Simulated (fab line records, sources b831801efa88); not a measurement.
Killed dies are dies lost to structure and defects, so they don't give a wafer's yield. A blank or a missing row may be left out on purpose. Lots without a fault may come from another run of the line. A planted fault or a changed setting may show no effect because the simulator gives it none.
Which tool did it? | flow sky130 | 13 lots, 39 wafers sampled, at 4 steps of a route of 708

WHAT THE GAUGES READ, wafer by wafer
SKY_VT_ADJUST_LVTN_OVL_MEAS_07. Usual: VT_ADJUST_LVTN_OVL 2.0 nm, standard deviation 1.5.
lot  | measured     | on         | VT_ADJUST_LVTN_OVL (nm) | flag
L299 | day 7 00:36  | overlay-02 | 3.4 2.8 4.2             |
L300 | day 7 05:54  | overlay-02 | 2.8 4.3 2.0             |
L301 | day 7 14:24  | overlay-02 | 2.6 2.6 1.0             |
L303 | day 8 00:21  | overlay-02 | 2.1 2.2 2.6             |
L304 | day 8 16:37  | overlay-02 | 2.8 2.4 2.9             |
L305 | day 8 20:33  | overlay-01 | 0.5 0.8 0.8             |
L307 | day 9 09:34  | overlay-01 | 1.2 1.5 1.4             |
L308 | day 9 12:33  | overlay-01 | 1.4 2.8 1.5             |
L309 | day 9 22:03  | overlay-02 | 1.1 1.3 4.3             |
L310 | day 10 04:51 | overlay-02 | 4.3 3.8 3.8             |
L311 | day 10 15:16 | overlay-02 | 2.9 4.2 2.1             |
L316 | day 11 22:07 | overlay-02 | 1.3 5.6 5.0             |
L317 | day 12 07:24 | overlay-01 | 3.0 1.4 2.4             |

SKY_POLY_CUT_OVL_MEAS_09. Usual: POLY_CUT_OVL 7 nm, standard deviation 4.7.
lot  | measured     | on         | POLY_CUT_OVL (nm) | flag
L299 | day 24 07:13 | overlay-01 | 3 2 4             |
L300 | day 24 14:58 | overlay-02 | 12 10 10          |
L301 | day 25 08:07 | overlay-01 | 2 9 8             |
L303 | day 26 02:35 | overlay-01 | 3 9 10            |
L304 | day 26 15:22 | overlay-01 | 3 5 1             |
L305 | day 26 21:28 | overlay-02 | 8 7 4             |
L307 | day 27 19:48 | overlay-01 | -3 -2 1           |
L308 | day 27 20:19 | overlay-02 | 4 1 6             |
L309 | day 28 04:46 | overlay-01 | 13 10 6           |
L310 | day 28 12:32 | overlay-02 | 12 13 11          |
L311 | day 29 02:58 | overlay-01 | -2 -5 -2          |
L316 | day 30 13:56 | overlay-02 | 11 4 -4           |
L317 | day 31 01:10 | overlay-01 | 8 2 8             |

WHICH TOOL RAN EACH LOT (tool, then ch and the chambers of the sampled wafers, then the start)
lot  | SKY_POLY_GATE_STRIP_18               | SKY_LDD_LDN_STRIP_12
L299 | plasma_asher-01 ch 0,1, day 16 13:32 | plasma_asher-01 ch 1, day 22 23:42
L300 | plasma_asher-02 ch 0,1, day 16 21:11 | plasma_asher-02 ch 0, day 23 07:47
L301 | plasma_asher-01 ch 0,1, day 17 07:20 | plasma_asher-02 ch 0,1, day 24 00:05
L303 | plasma_asher-01 ch 0,1, day 18 07:56 | plasma_asher-02 ch 0,1, day 24 19:23
L304 | plasma_asher-01 ch 0,1, day 18 19:56 | plasma_asher-02 ch 1, day 25 07:18
L305 | plasma_asher-01 ch 1, day 19 06:08   | plasma_asher-01 ch 0,1, day 25 14:51
L307 | plasma_asher-02 ch 0,1, day 19 22:37 | plasma_asher-01 ch 0,1, day 26 10:19
L308 | plasma_asher-02 ch 0,1, day 20 03:11 | plasma_asher-01 ch 0,1, day 26 11:36
L309 | plasma_asher-03 ch 0,1, day 20 12:23 | plasma_asher-04 ch 0,1, day 26 22:39
L310 | plasma_asher-03 ch 0,1, day 20 20:14 | plasma_asher-04 ch 0, day 27 06:23
L311 | plasma_asher-03 ch 0,1, day 21 12:14 | plasma_asher-02 ch 0,1, day 27 21:50
L316 | plasma_asher-01 ch 0,1, day 23 01:56 | plasma_asher-04 ch 0,1, day 29 06:17
L317 | plasma_asher-01 ch 0,1, day 23 16:17 | plasma_asher-04 ch 0,1, day 29 19:23
- SKY_POLY_GATE_STRIP_18: strips in O2/N2.
- SKY_LDD_LDN_STRIP_12: strips in O2/N2.

WHAT THE TOOLS THEMSELVES READ (means of the sampled wafers that have a number; where no wafer has one, the mark that the record gives instead)
SKY_POLY_GATE_STRIP_18. Usual: chamber_pressure_mTorr 1500.2 mTorr, standard deviation 1.3; drypump_motor_current_A 6.0 A, standard deviation 0.37; oes_product_au 0.361 a.u., standard deviation 0.0042; strip_time_to_endpoint_s 3.17 s, standard deviation 0.044.
lot  | tool            | chamber_pressure_mTorr (mTorr) | drypump_motor_current_A (A) | oes_product_au (a.u.) | strip_time_to_endpoint_s (s) | flag
L299 | plasma_asher-01 | 1500.6                         | 6.2                         | 0.357                 | 3.15                         |
L300 | plasma_asher-02 | 1500.3                         | 5.8                         | 0.364                 | 3.21                         |
L301 | plasma_asher-01 | 1499.9                         | 6.4                         | 0.361                 | 3.17                         |
L303 | plasma_asher-01 | 1501.4                         | 6.2                         | 0.365                 | 3.15                         |
L304 | plasma_asher-01 | 1501.4                         | 6.2                         | 0.357                 | 3.14                         |
L305 | plasma_asher-01 | 1500.0                         | 5.9                         | 0.356                 | 3.20                         |
L307 | plasma_asher-02 | 1501.5                         | 6.0                         | 0.361                 | 3.19                         |
L308 | plasma_asher-02 | 1498.9                         | 5.8                         | 0.361                 | 3.20                         |
L309 | plasma_asher-03 | 1500.1                         | 5.9                         | 0.359                 | 3.19                         |
L310 | plasma_asher-03 | 1500.3                         | 5.9                         | 0.362                 | 3.17                         |
L311 | plasma_asher-03 | 1498.9                         | 5.9                         | 0.358                 | 3.12                         |
L316 | plasma_asher-01 | -                              | -                           | -                     | -                            | OFF
L317 | plasma_asher-01 | -                              | -                           | -                     | -                            | OFF

SKY_LDD_LDN_STRIP_12. Usual: chamber_pressure_mTorr 1500.0 mTorr, standard deviation 1.4; drypump_motor_current_A 5.9 A, standard deviation 0.4; oes_product_au 0.715 a.u., standard deviation 0.0038; strip_time_to_endpoint_s 14.18 s, standard deviation 0.042.
lot  | tool            | chamber_pressure_mTorr (mTorr) | drypump_motor_current_A (A) | oes_product_au (a.u.) | strip_time_to_endpoint_s (s) | flag
L299 | plasma_asher-01 | 1500.3                         | 5.9                         | 0.715                 | 14.15                        |
L300 | plasma_asher-02 | 1500.0                         | 6.1                         | 0.716                 | 14.17                        |
L301 | plasma_asher-02 | 1500.0                         | 5.9                         | 0.712                 | 14.16                        |
L303 | plasma_asher-02 | 1501.8                         | 5.8                         | 0.717                 | 14.23                        |
L304 | plasma_asher-02 | 1499.1                         | 5.7                         | 0.716                 | 14.17                        |
L305 | plasma_asher-01 | 1501.0                         | 6.2                         | 0.718                 | 14.22                        |
L307 | plasma_asher-01 | 1499.3                         | 6.4                         | 0.713                 | 14.18                        |
L308 | plasma_asher-01 | 1500.4                         | 6.4                         | 0.713                 | 14.20                        |
L309 | plasma_asher-04 | 1499.7                         | 6.0                         | 0.718                 | 14.13                        |
L310 | plasma_asher-04 | 1500.0                         | 5.4                         | 0.718                 | 14.12                        |
L311 | plasma_asher-02 | 1500.2                         | 5.7                         | 0.718                 | 14.21                        |
L316 | plasma_asher-04 | 1499.3                         | 6.1                         | 0.717                 | 14.16                        |
L317 | plasma_asher-04 | 1500.3                         | 5.7                         | 0.714                 | 14.15                        |

THE ANSWER, worked out from the rows above alone
Rule: a lot is off if the mean of its wafers that have a number lies more than 3 standard deviations from the usual mean. A lot without any number at a reading at which 4 lots or more have one is off too. The other lots that the step has rows for count as sound. The gauges are gone through in route order, then the tools' own readings, and for those a lot's mean is taken as printed above. The first step at which some lot is off is used, and at that step the reading that is off furthest; a lot without a number counts as furthest.
Off: L316, L317, at SKY_POLY_GATE_STRIP_18 (chamber_pressure_mTorr). Without a number there: L316, L317.
A tool fits if, at that step or a process step before it, it ran every lot that is off, and no sound lot after the first of them. One fits: plasma_asher-01 at SKY_POLY_GATE_STRIP_18. Its last sound lot is L305 (day 19 06:08), its first lot that is off L316 (day 23 01:56): a fault that began between those two fits.
Blank at SKY_POLY_GATE_STRIP_18 on the lots that are off, where sound lots have numbers: chamber_pressure_mTorr, drypump_motor_current_A, oes_product_au, strip_time_to_endpoint_s.

WHAT THE SIMULATOR HAD PUT IN
Skipped step whole: plasma_asher-01, from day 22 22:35 on, at SKY_POLY_GATE_STRIP_18. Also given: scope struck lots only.
Lots struck among those shown: L316, L317. The rule above found the same.
